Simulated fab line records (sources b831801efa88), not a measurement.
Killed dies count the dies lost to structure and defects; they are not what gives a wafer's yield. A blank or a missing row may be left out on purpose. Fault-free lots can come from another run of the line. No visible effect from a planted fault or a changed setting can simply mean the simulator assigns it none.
What tool caused it? ; flow gf180mcu ; 39 wafers from 13 lots sampled at 4 of the route's 602 steps

WHAT THE GAUGES READ, wafer by wafer
GF_DUAL_GATE_OVL_MEAS_11. Usual: DUAL_GATE_OVL -0.9 nm, standard deviation 1.6.
lot;measured;on;DUAL_GATE_OVL (nm);flag
L426;day 8 14:25;overlay-02;2.3 1.4 4.1;
L427;day 8 20:41;overlay-02;1.5 -0.1 2.2;
L428;day 9 04:07;overlay-02;-2.6 -1.3 -0.7;
L429;day 9 04:19;overlay-02;0.0 -0.5 -0.7;
L430;day 9 10:59;overlay-01;-1.1 0.4 0.6;
L435;day 10 23:25;overlay-02;- - -;OFF
L436;day 11 06:46;overlay-01;- - -;OFF
L437;day 11 12:34;overlay-02;- - -;OFF
L442;day 13 06:06;overlay-01;0.2 0.4 -0.1;
L443;day 13 09:16;overlay-02;-0.8 -4.3 -3.5;
L444;day 13 16:49;overlay-02;-0.3 1.0 1.5;
L445;day 13 20:21;overlay-01;-0.8 -1.4 -1.0;
L447;day 14 10:14;overlay-02;-1.6 -0.2 -2.7;

GF_POLY_GATE_CD_MEAS_10: the cd target is 280 nm. Usual: 279.8 nm for cdNm, sd 1.2.
lot;measured;on;cdNm (nm);flag
L426;day 9 10:56;cdSem-01;281.3 281.8 281.7;
L427;day 9 17:16;cdSem-01;279.2 279.3 278.6;
L428;day 10 01:31;cdSem-01;280.4 280.3 279.8;
L429;day 10 01:52;cdSem-02;281.6 280.9 281.7;
L430;day 10 07:45;cdSem-02;279.3 279.2 279.3;
L442;day 14 05:27;cdSem-01;277.2 278.2 278.7;
L443;day 14 09:18;cdSem-01;281.6 280.4 281.4;
L444;day 14 16:17;cdSem-02;278.4 278.6 278.3;
L445;day 14 20:25;cdSem-02;278.2 279.5 277.5;
L447;day 15 11:16;cdSem-02;280.3 280.7 281.6;

EACH LOT AND THE TOOL THAT RAN IT (in order: tool; ch and the chambers of the sampled wafers; start)
lot;GF_VT_IMPLANT_STRIP_42;GF_DUAL_GATE_COAT_06
L426;plasmaAsher-04 ch 0,1, day 7 19:44;lithoTrack-04 ch 0, day 8 06:04
L427;plasmaAsher-04 ch 0,1, day 8 00:02;lithoTrack-04 ch 0, day 8 12:52
L428;plasmaAsher-03 ch 0,1, day 8 03:20;lithoTrack-01 ch 0, day 8 19:17
L429;plasmaAsher-03 ch 0,1, day 8 08:27;lithoTrack-03 ch 0, day 8 19:27
L430;plasmaAsher-03 ch 0,1, day 8 15:32;lithoTrack-01 ch 0, day 9 02:18
L435;plasmaAsher-03 ch 0,1, day 10 01:11;lithoTrack-01, day 10 13:54
L436;plasmaAsher-04 ch 1, day 10 09:08;lithoTrack-01, day 10 21:45
L437;plasmaAsher-04 ch 0,1, day 10 16:08;lithoTrack-03, day 11 02:30
L442;plasmaAsher-03 ch 0,1, day 12 08:35;lithoTrack-03 ch 0, day 12 19:58
L443;plasmaAsher-04 ch 0,1, day 12 10:26;lithoTrack-03 ch 0, day 12 23:16
L444;plasmaAsher-03 ch 0,1, day 12 15:44;lithoTrack-01 ch 0, day 13 06:42
L445;plasmaAsher-03 ch 0,1, day 12 20:56;lithoTrack-04 ch 0, day 13 10:17
L447;plasmaAsher-03 ch 0,1, day 13 11:23;lithoTrack-03 ch 0, day 13 23:30
- GF_VT_IMPLANT_STRIP_42: strips in O2/N2.
- GF_DUAL_GATE_COAT_06: resist thk 1000 nm.

AS READ BY THE TOOLS THEMSELVES (means over the sampled wafers that have a number; for cases with no such wafer, the mark the record gives instead)
GF_VT_IMPLANT_STRIP_42. Usual: drypumpMotorCurrentA 5.7 A, standard deviation 0.63; heaterPowerW 341 W, standard deviation 18; oesProductAu 0.716 a.u., standard deviation 0.0046; stripTimeToEndpointS 12.626 s, standard deviation 0.026.
lot;tool;drypumpMotorCurrentA (A);heaterPowerW (W);oesProductAu (a.u.);stripTimeToEndpointS (s);flag
L426;plasmaAsher-04;5.8;347;0.709;12.601;
L427;plasmaAsher-04;5.8;336;0.719;12.625;
L428;plasmaAsher-03;5.0;346;0.711;12.609;
L429;plasmaAsher-03;5.0;351;0.716;12.586;
L430;plasmaAsher-03;5.5;339;0.717;12.626;
L435;plasmaAsher-03;5.0;349;0.717;12.678;
L436;plasmaAsher-04;5.8;346;0.720;12.620;
L437;plasmaAsher-04;5.8;345;0.719;12.624;
L442;plasmaAsher-03;5.0;350;0.718;12.631;
L443;plasmaAsher-04;5.8;337;0.716;12.589;
L444;plasmaAsher-03;5.0;348;0.715;12.651;
L445;plasmaAsher-03;5.0;350;0.716;12.640;
L447;plasmaAsher-03;5.5;340;0.713;12.655;

GF_DUAL_GATE_COAT_06. Usual: chillPlateTempC 23.00 C, standard deviation 0.12; dispensePressureKPa 51.5 kPa, standard deviation 0.51.
lot;tool;chillPlateTempC (C);dispensePressureKPa (kPa);flag
L426;lithoTrack-04;22.92;50.6;
L427;lithoTrack-04;23.01;50.6;
L428;lithoTrack-01;23.06;51.6;
L429;lithoTrack-03;23.05;52.0;
L430;lithoTrack-01;22.93;51.6;
L435;lithoTrack-01;-;-;OFF
L436;lithoTrack-01;-;-;OFF
L437;lithoTrack-03;-;-;OFF
L442;lithoTrack-03;22.99;52.0;
L443;lithoTrack-03;23.03;52.0;
L444;lithoTrack-01;22.87;51.5;
L445;lithoTrack-04;23.09;50.6;
L447;lithoTrack-03;23.04;52.0;

THE ANSWER, worked out from the rows above alone
Rule: a lot counts as off when the mean over its wafers that have a number is more than 3 standard deviations away from the usual mean. Also off: a lot with no number at a reading for which 4 or more lots have one. Where the step has rows for the other lots, those lots are counted as sound. After the gauges, taken in route order, come the tools' own readings; for these a lot's mean is taken, as printed above. The first step at which some lot is off is used, and at that step the reading that is off furthest; a lot without a number counts as furthest.
Off: at GF_DUAL_GATE_OVL_MEAS_11 (DUAL_GATE_OVL), L435, L436, L437. Without a number there: L435, L436, L437.
If a tool, at a process step before that reading, ran all the lots that are off and no sound lot after the first of them, it fits. Not tried: the gauges at GF_DUAL_GATE_OVL_MEAS_11; whatever is off there is also off at GF_DUAL_GATE_COAT_06, on other tools, and gauge error can't account for it. None of those tried fits.

WHAT WAS PUT IN BY THE SIMULATOR
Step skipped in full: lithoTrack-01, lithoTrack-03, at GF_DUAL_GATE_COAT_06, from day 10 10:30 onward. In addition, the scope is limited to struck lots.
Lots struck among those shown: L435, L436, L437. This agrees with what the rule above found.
